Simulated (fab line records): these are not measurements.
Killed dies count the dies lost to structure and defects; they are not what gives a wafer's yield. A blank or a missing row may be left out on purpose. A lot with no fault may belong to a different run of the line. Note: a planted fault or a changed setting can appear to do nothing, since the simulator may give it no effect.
Which tool is to blame?    flow sky130    Sampling: 14 lots, 42 wafers, 2 of 708 route steps

WHAT EACH GAUGE READ, for each wafer
SKY_SD_P_CD_MEAS_07: target cd 380 nm. Usual: cd-nm at 380.6 nm, with a standard deviation of 2.6.
lot   measured      on         cd-nm (nm)         flag
L615  day 25 05:49  cd-sem-01  377.5 377.8 380.0  
L618  day 26 13:09  cd-sem-02  377.0 377.8 379.1  
L617  day 26 13:44  cd-sem-02  386.8 384.9 385.5  
L625  day 29 00:59  cd-sem-02  379.5 379.2 380.5  
L626  day 29 10:05  cd-sem-02  377.9 381.9 380.5  
L627  day 29 18:26  cd-sem-02  378.2 380.3 380.1  
L629  day 31 12:14  cd-sem-01  382.3 382.1 380.7  
L631  day 31 16:08  cd-sem-01  377.3 379.5 376.5  
L633  day 31 16:44  cd-sem-01  376.4 377.6 376.5  
L630  day 31 17:21  cd-sem-02  379.0 378.4 380.2  
L635  day 32 10:50  cd-sem-02  381.0 378.2 379.5  
L637  day 33 16:14  cd-sem-02  381.9 382.8 383.8  
L636  day 33 16:53  cd-sem-02  381.6 383.9 381.4  
L638  day 33 17:59  cd-sem-02  382.1 380.8 381.5  

SKY_CONTACT_BOW_MEAS_05. Usual: CONTACT_BOW typically reads 81 um, with standard deviation 7.1.
lot   measured      on             CONTACT_BOW (um)  flag
L615  day 30 04:23  film-metro-01  81 86 82          
L618  day 31 10:21  film-metro-01  82 93 96          
L617  day 31 11:41  film-metro-02  78 77 93          
L625  day 33 20:08  film-metro-01  76 86 73          
L626  day 34 06:10  film-metro-02  91 83 78          
L627  day 34 11:16  film-metro-02  79 89 83          
L629  day 36 05:22  film-metro-03  81 72 84          
L631  day 36 09:10  film-metro-01  81 74 81          
L633  day 36 10:16  film-metro-01  78 78 85          
L630  day 36 11:02  film-metro-02  83 84 83          
L635  day 37 03:16  film-metro-02  83 64 73          
L637  day 38 06:43  film-metro-02  83 75 102         
L636  day 38 07:52  film-metro-02  80 83 80          
L638  day 38 08:57  film-metro-02  81 73 75          

TOOL THAT RAN EACH LOT (tool first, then ch and the chambers of the sampled wafers, then the start)
Record: no process step prior to these readings.

AS READ BY THE TOOLS THEMSELVES (means over the sampled wafers that have a number; for cases with no such wafer, the mark the record gives instead)
The record holds no such reading with a usual standard deviation.

THE ANSWER, worked out from the rows above alone
Rule: a lot is off if the mean of its wafers that have a number lies more than 3 standard deviations from the usual mean. A lot without any number at a reading at which 4 lots or more have one is off too. All remaining lots with rows at the step are treated as sound. Order of review: gauges by route order, followed by the tools' own readings, for which a lot's mean as printed above is used. At the first step where some lot is off, the reading lying furthest off is the one used; lots without a number count as furthest.
Across all readings shown, no lot is off: no conclusion can be drawn from this.

WHAT THE SIMULATOR HAD PUT IN
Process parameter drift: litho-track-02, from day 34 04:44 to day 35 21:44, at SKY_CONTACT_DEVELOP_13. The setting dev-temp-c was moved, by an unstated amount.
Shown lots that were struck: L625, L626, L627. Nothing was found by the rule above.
